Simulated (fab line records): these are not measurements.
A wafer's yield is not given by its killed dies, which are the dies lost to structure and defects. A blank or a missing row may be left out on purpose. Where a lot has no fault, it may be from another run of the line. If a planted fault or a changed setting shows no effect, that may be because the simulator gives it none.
Comparing a struck lot with a sound one    flow sfq_line    24 out of 325 route steps
Sound: wafers L583.1, L583.3, L583.4. Struck: wafers L582.1, L582.5, L582.6. The cause is named last.
Order at every step that has rows: each side's tool, ch and its chambers, its first start. Under that, the readings that differ: sound wafers    struck wafers    difference of the means    sigmas: that difference in standard deviations of wafers without a fault.
alike: readings with means less than 2 such deviations apart, plus words and numbers identical on both sides. not compared: withheld readings, readings lacking a value on some wafer, bounds such as >300 that could conceal the same value, and numbers that have no deviation in the record and whose values overlap.
Wherever a step has rows on one side only, a row that says differs or no value, or a row with sigmas, the two part there. When numbers do not overlap yet have no deviation, they are printed without sigmas and do not part them. A reading that every wafer of one side lacks parts them only if that side has two wafers or more.

first, 6 steps without rows for these wafers: SFQ_TRILAYER_I0_VIA_LITHO_COAT_036 (resist thk 62 nm); SFQ_TRILAYER_I0_VIA_LITHO_COAT_031 (resist thk 650 nm); SFQ_TRILAYER_I0_VIA_LITHO_SOFTBAKE_035; SFQ_TRILAYER_I0_VIA_LITHO_EXPOSE_032 (exposes mask I0, target cd 500 nm); SFQ_TRILAYER_I0_VIA_LITHO_PEB_034 (peb time 60 s); SFQ_TRILAYER_I0_VIA_LITHO_DEVELOP_033 (time 60 s).
SFQ_I0_OVL_MEAS_908:
  struck on overlay-02, day 17 01:41; sound on overlay-01, day 17 05:17
  alike: I0_OVL
SFQ_TRILAYER_I0_VIA_BARC_OPEN_VIA_ETCH_046: etches BARC in O2, target depth 125 nm, time 41.7 s.
  sound on rie_diel-01 ch 0,1,2, day 17 05:19; struck on rie_diel-02 ch 0,1, day 17 01:43
  alike: drypump_motor_current_A, oes_product_au
  not compared: rf_hours_counter_h
SFQ_TRILAYER_I0_VIA_ETCH_VIA_ETCH_034: etches SiO2 in CHF3, stops on Nb, target depth 260 nm.
  sound on rie_diel-01 ch 0,1,2, day 17 05:22; struck on rie_diel-02 ch 0,1, day 17 01:46
  alike: drypump_motor_current_A, oes_product_au
SFQ_TRILAYER_I0_VIA_STRIP_STRIP_035: strips in O2.
  sound on rie_metal-04 ch 0,1, day 17 05:29; struck on rie_metal-04 ch 0,1, day 17 01:53
  alike: drypump_motor_current_A, oes_product_au
  not compared: rf_hours_counter_h
then, 2 steps without rows for these wafers: SFQ_TRILAYER_I0_VIA_STRIP_SOLV_CLEAN_036 (cleans in NMP, time 600 s); SFQ_TRILAYER_M1_DEP_PRE_CLEAN_038 (time 22.5 s).
SFQ_TRILAYER_M1_DEP_SPUTTER_037: material Nb, target thk 200 nm, time 133.3 s.
  struck on pvd_sputter-04, day 17 02:41; sound on pvd_sputter-03, day 17 06:17
  no value came back on the struck wafers for base_pressure_pa (Pa), cathode_dc_power_W (W), throttle_valve_pct (%); on the sound wafers base_pressure_pa (Pa) reads 1.35e-06 1.26e-06 1.16e-06
SFQ_M1_RS_MEAS_909: measures by four-point-probe.
  struck on film_metro-02, day 17 02:46; sound on film_metro-04, day 17 06:22
reading            sound              struck  difference                     sigmas
M1_NB_RS (ohm/sq)  0.873 0.895 0.883  - - -   no value on the struck wafers  
then, 6 steps without rows for these wafers: SFQ_TRILAYER_M1_LITHO_COAT_044 (resist thk 62 nm); SFQ_TRILAYER_M1_LITHO_COAT_039 (resist thk 600 nm); SFQ_TRILAYER_M1_LITHO_SOFTBAKE_043; SFQ_TRILAYER_M1_LITHO_EXPOSE_040 (exposes mask M1, target cd 500 nm); SFQ_TRILAYER_M1_LITHO_PEB_042 (peb time 60 s); SFQ_TRILAYER_M1_LITHO_DEVELOP_041 (time 60 s).
-- the record jumps here: 5 days lie between the struck wafers' starts before and after --
SFQ_M1_OVL_MEAS_911:
  struck on overlay-02, day 21 21:17; sound on overlay-01, day 22 06:08
  alike: M1_OVL
SFQ_TRILAYER_M1_BARC_OPEN_METAL_ETCH_054: etches BARC in O2, target depth 125 nm, time 41.7 s.
  sound on rie_metal-02 ch 0,1, day 22 06:11; struck on rie_metal-01 ch 0,1, day 21 21:19
  alike: drypump_motor_current_A, oes_product_au
  not compared: rf_hours_counter_h
SFQ_TRILAYER_M1_ETCH_METAL_ETCH_042: etches Nb in Cl2/Ar, stops on SiO2, target depth 240 nm, time 120 s.
  sound on rie_metal-02 ch 0,1, day 22 06:14; struck on rie_metal-01 ch 0,1, day 21 21:23
reading                sound              struck             difference  sigmas
oes_product_au (a.u.)  0.906 0.895 0.895  0.382 0.374 0.372  -0.523      -72
  alike: drypump_motor_current_A
  not compared: rf_hours_counter_h
SFQ_TRILAYER_M1_STRIP_STRIP_043: strips in O2.
  sound on rie_metal-02 ch 0,1, day 22 06:22; struck on rie_metal-01 ch 0,1, day 21 21:31
  alike: drypump_motor_current_A, oes_product_au
  not compared: rf_hours_counter_h

== WHERE THEY PART ==
Earliest at SFQ_TRILAYER_M1_DEP_SPUTTER_037; latest, in this record, at SFQ_TRILAYER_M1_ETCH_METAL_ETCH_042. Later steps at which nothing parts them and some readings are alike: SFQ_TRILAYER_M1_STRIP_STRIP_043.

WHY: what the simulator had put in
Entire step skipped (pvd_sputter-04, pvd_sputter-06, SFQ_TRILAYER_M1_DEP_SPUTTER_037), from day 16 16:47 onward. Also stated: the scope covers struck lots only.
